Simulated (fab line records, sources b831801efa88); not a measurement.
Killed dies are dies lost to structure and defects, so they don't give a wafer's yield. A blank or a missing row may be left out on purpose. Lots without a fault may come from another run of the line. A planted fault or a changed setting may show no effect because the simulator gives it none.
fab line records | flow gf180mcu
record lots=14 wafers=42 last_day=34
route steps=602 shown CONTACT@290 M1@329
lots that met no fault: from a run of the same line without faults
start_h: hours from the record's first day to the start of the lot's first wafer shown | wait_h: hours since the lot's step before | " the same as in the row above | L1.1+2: a row that stands for several wafers | - no value, or no start given | * or withheld: withheld | < > ~ a bound
route shown NAME@n: a module of which the file shows steps, and the number in the route of the first | usual: mean/standard deviation of fault-free wafers | same: alike in all rows | chamber/n: place in a boat | sites: the reading at each site | _std_site: their standard deviation | _edge_site: outer sites' mean less inner sites' | radius_mm: how far each site lies from the wafer's centre | mask NAME#n: copy n | behind: the tool/chamber that last shaped the wafer | hold: why the lot was held/for how many hours/how that ended | device: the transistor (n, p or np) that didn't switch | end of line: the same wafers' tests at the end of the route | a step without rows: its recipe alone | killed: dies lost to structure and defects at the first sort, not the wafer's yield | map: a wafer's dies, x killed, . not, _ none there
set.NAME: the setting as run; set.NAME@STEP: as run at that earlier step | model.NAME: the simulator's own value behind a step, which no gauge read
steps of the route over a sample of lots; a table a step, a row a wafer
## steps
# step GF_CONTACT_THK_MEAS_03
# recipe reads=SiO2_of_CONTACT_CVD_02
# usual CONTACT_CVD_02_THK=864/12
# columns lot.wafer tool chamber start_h wait_h CONTACT_CVD_02_THK[nm]
L420.1 film_metro-02 - 337.40 0.0 840
L420.3 " - " " 842
L420.5 " - " " 860
L421.1 film_metro-01 - 346.57 0.0 859
L421.4 " - " " 870
L421.6 " - " " 877
L423.1 film_metro-01 - 360.35 0.0 870
L423.2 " - " " 863
L423.3 " - " " 864
L425.1 film_metro-01 - 381.18 0.0 869
L425.2 " - " " 863
L425.5 " - " " 870
L426.1 film_metro-04 - 392.06 0.0 839
L426.5 " - " " 856
L426.6 " - " " 852
L427.2 film_metro-04 - 410.08 0.0 880
L427.3 " - " " 870
L427.5 " - " " 887
L431.3 film_metro-02 - 439.99 0.1 851
L431.5 " - " " 862
L431.6 " - " " 865
L432.1 film_metro-04 - 447.02 0.0 848
L432.2 " - " " 862
L432.4 " - " " 854
L433.1 film_metro-04 - 452.58 0.0 871
L433.4 " - " " 868
L433.6 " - " " 881
L434.2 film_metro-04 - 464.00 0.0 861
L434.3 " - " " 855
L434.4 " - " " 865
L435.1 film_metro-02 - 469.50 0.0 864
L435.4 " - " " 874
L435.6 " - " " 872
L436.3 film_metro-01 - 478.84 0.1 863
L436.5 " - " " 879
L436.6 " - " " 857
L437.2 film_metro-01 - 485.34 0.0 870
L437.3 " - " " 862
L437.6 " - " " 873
L441.2 film_metro-02 - 519.64 0.0 851
L441.3 " - " " 843
L441.5 " - " " 865
# step GF_CONTACT_PEB_12
# recipe peb_temp_c=135 peb_time_s=90 resist=KrF
# usual heater_power_total_W=85.70/0.078 plate_temp_C=135.02/0.14
# columns lot.wafer tool chamber start_h wait_h heater_power_total_W plate_temp_C
L420.1 litho_track-02 0 358.87 - 85.74 134.89
L420.3 " 0 " " 85.74 135.09
L420.5 " 0 " " 85.70 135.05
L421.1 litho_track-02 0 368.67 - 85.69 134.87
L421.4 " 0 " " 85.74 135.27
L421.6 " 0 " " 85.72 134.82
L423.1 litho_track-01 0 382.69 - 85.71 134.98
L423.2 " 0 " " 85.75 135.14
L423.3 " 0 " " 85.65 134.96
L425.1 litho_track-01 0 404.14 - 85.69 134.82
L425.2 " 0 " " 85.58 134.96
L425.5 " 0 " " 85.69 135.06
L426.1 litho_track-02 0 415.72 - 85.71 134.88
L426.5 " 0 " " 85.77 135.02
L426.6 " 0 " " 85.78 135.15
L427.2 litho_track-02 0 433.91 - 85.80 135.13
L427.3 " 0 " " 85.77 135.10
L427.5 " 0 " " 85.73 135.13
L431.3 litho_track-02 0 464.79 - 85.73 135.11
L431.5 " 0 " " 85.76 135.16
L431.6 " 0 " " 85.63 135.43
L432.1 litho_track-01 0 471.03 - 85.58 135.01
L432.2 " 0 " " 85.60 134.90
L432.4 " 0 " " 85.72 135.11
L433.1 litho_track-01 0 477.13 - 85.72 134.98
L433.4 " 0 " " 85.81 135.14
L433.6 " 0 " " 85.69 134.75
L434.2 litho_track-02 0 488.26 - 85.68 134.93
L434.3 " 0 " " 85.69 134.84
L434.4 " 0 " " 85.78 134.87
L435.1 litho_track-01 0 493.93 - 84.14 132.95
L435.4 " 0 " " 84.26 132.97
L435.6 " 0 " " 84.17 133.06
L436.3 litho_track-02 0 502.49 - 85.58 134.87
L436.5 " 0 " " 85.65 134.91
L436.6 " 0 " " 85.60 134.88
L437.2 litho_track-01 0 509.32 - 84.29 132.96
L437.3 " 0 " " 84.19 132.98
L437.6 " 0 " " 84.28 132.91
L441.2 litho_track-03 0 542.92 - 85.61 135.09
L441.3 " 0 " " 85.77 135.10
L441.5 " 0 " " 85.68 134.90
# step GF_CONTACT_CD_MEAS_14
# recipe target_cd_nm=220
# usual cd_nm=220.0/1.5
# columns lot.wafer tool chamber start_h wait_h cd_nm
L420.1 cd_sem-01 - 359.22 0.1 218.6
L420.3 " - " " 219.0
L420.5 " - " " 219.1
L421.1 cd_sem-01 - 369.02 0.1 218.7
L421.4 " - " " 220.6
L421.6 " - " " 218.4
L423.1 cd_sem-01 - 383.04 0.1 220.5
L423.2 " - " " 218.9
L423.3 " - " " 219.5
L425.1 cd_sem-02 - 404.49 0.1 220.7
L425.2 " - " " 221.6
L425.5 " - " " 221.1
L426.1 cd_sem-02 - 416.07 0.1 220.6
L426.5 " - " " 220.6
L426.6 " - " " 219.9
L427.2 cd_sem-01 - 434.24 0.1 221.8
L427.3 " - " " 222.3
L427.5 " - " " 222.7
L431.3 cd_sem-01 - 465.11 0.1 218.2
L431.5 " - " " 218.2
L431.6 " - " " 217.8
L432.1 cd_sem-01 - 471.38 0.1 220.6
L432.2 " - " " 219.5
L432.4 " - " " 220.9
L433.1 cd_sem-02 - 477.48 0.1 218.5
L433.4 " - " " 216.1
L433.6 " - " " 217.1
L434.2 cd_sem-02 - 488.59 0.1 219.0
L434.3 " - " " 218.9
L434.4 " - " " 220.2
L435.1 cd_sem-01 - 494.28 0.1 215.2
L435.4 " - " " 214.5
L435.6 " - " " 215.7
L436.3 cd_sem-01 - 502.81 0.1 217.4
L436.5 " - " " 219.5
L436.6 " - " " 216.7
L437.2 cd_sem-01 - 509.65 0.1 215.5
L437.3 " - " " 215.1
L437.6 " - " " 216.6
L441.2 cd_sem-01 - 543.26 0.1 220.7
L441.3 " - " " 220.0
L441.5 " - " " 219.9
# step GF_M1_CD_MEAS_14
# recipe target_cd_nm=230
# usual cd_nm=229.7/1.2
# columns lot.wafer tool chamber start_h wait_h cd_nm
L420.1 cd_sem-02 - 383.14 0.1 229.5
L420.3 " - " " 228.6
L420.5 " - " " 229.1
L421.1 cd_sem-01 - 393.04 0.1 229.9
L421.4 " - " " 228.9
L421.6 " - " " 227.3
L423.1 cd_sem-02 - 407.43 0.1 227.7
L423.2 " - " " 229.5
L423.3 " - " " 229.9
L425.1 cd_sem-02 - 429.84 0.1 229.1
L425.2 " - " " 229.5
L425.5 " - " " 230.5
L426.1 cd_sem-01 - 441.74 0.1 230.0
L426.5 " - " " 229.9
L426.6 " - " " 230.8
L427.2 cd_sem-02 - 459.71 0.1 227.7
L427.3 " - " " 227.6
L427.5 " - " " 227.1
L431.3 cd_sem-01 - 490.47 0.1 229.2
L431.5 " - " " 230.0
L431.6 " - " " 229.6
L432.1 cd_sem-01 - 496.63 0.1 228.8
L432.2 " - " " 228.7
L432.4 " - " " 230.2
L433.1 cd_sem-02 - 502.63 0.1 229.8
L433.4 " - " " 230.1
L433.6 " - " " 230.7
L434.2 cd_sem-01 - 514.01 0.1 230.1
L434.3 " - " " 231.4
L434.4 " - " " 229.1
L435.1 cd_sem-01 - 519.08 0.1 229.6
L435.4 " - " " 229.4
L435.6 " - " " 229.9
L436.3 cd_sem-01 - 527.92 0.1 229.8
L436.5 " - " " 229.9
L436.6 " - " " 230.0
L437.2 cd_sem-01 - 534.25 0.1 230.4
L437.3 " - " " 231.1
L437.6 " - " " 230.9
L441.2 cd_sem-02 - 566.55 0.1 228.4
L441.3 " - " " 228.3
L441.5 " - " " 228.5
# step GF_M1_OVL_MEAS_15
# usual M1_OVL=0/5.6
# columns lot.wafer tool chamber start_h wait_h M1_OVL[nm]
L420.1 overlay-02 - 383.26 0.1 10
L420.3 " - " " 15
L420.5 " - " " 7
L421.1 overlay-01 - 393.16 0.1 8
L421.4 " - " " 8
L421.6 " - " " 9
L423.1 overlay-01 - 407.55 0.1 -6
L423.2 " - " " -6
L423.3 " - " " -8
L425.1 overlay-01 - 429.96 0.1 -8
L425.2 " - " " -6
L425.5 " - " " 0
L426.1 overlay-02 - 441.86 0.1 -5
L426.5 " - " " -1
L426.6 " - " " -5
L427.2 overlay-01 - 459.82 0.1 6
L427.3 " - " " 4
L427.5 " - " " 8
L431.3 overlay-02 - 490.56 0.1 -1
L431.5 " - " " 3
L431.6 " - " " 4
L432.1 overlay-02 - 496.75 0.1 8
L432.2 " - " " -5
L432.4 " - " " 7
L433.1 overlay-01 - 502.75 0.1 1
L433.4 " - " " 9
L433.6 " - " " 5
L434.2 overlay-02 - 514.12 0.1 0
L434.3 " - " " 1
L434.4 " - " " 5
L435.1 overlay-02 - 519.20 0.1 4
L435.4 " - " " 4
L435.6 " - " " 7
L436.3 overlay-01 - 528.02 0.1 -10
L436.5 " - " " -14
L436.6 " - " " -4
L437.2 overlay-02 - 534.35 0.1 2
L437.3 " - " " 1
L437.6 " - " " 1
L441.2 overlay-02 - 566.66 0.1 5
L441.3 " - " " -3
L441.5 " - " " -3
## key
first_sign step=GF_CONTACT_PEB_12 reading=heater_power_total_W direction=down sigmas=19 usual=85.70 struck=84.22
effect step=GF_CONTACT_PEB_12 reading=plate_temp_C direction=down sigmas=14 usual=* struck=*
effect step=GF_CONTACT_CD_MEAS_14 reading=cd_nm direction=down sigmas=3.1 usual=220.0 struck=215.4
met_at GF_CONTACT_PEB_12
struck_lots L435,L437
tester_left_out L435,L437
not_acting_at GF_CONTACT_THK_MEAS_03,GF_M1_CD_MEAS_14,GF_M1_OVL_MEAS_15
onset_between 477.13 493.93
fault kind=process_parameter_drift tool=litho_track-01 chamber=- onset_h=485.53 steps=GF_CONTACT_PEB_12 channel=peb_temp_c offset=* shape=step end_h=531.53 acts_in=* stated=*
# tester_left_out: of these lots the tester's yield and bins aren't shown, on N5 and GAA mostly nor the transistor test; their killed dies are dies lost to structure and defects alone, not to doping, threshold or leakage, so they don't give the yield
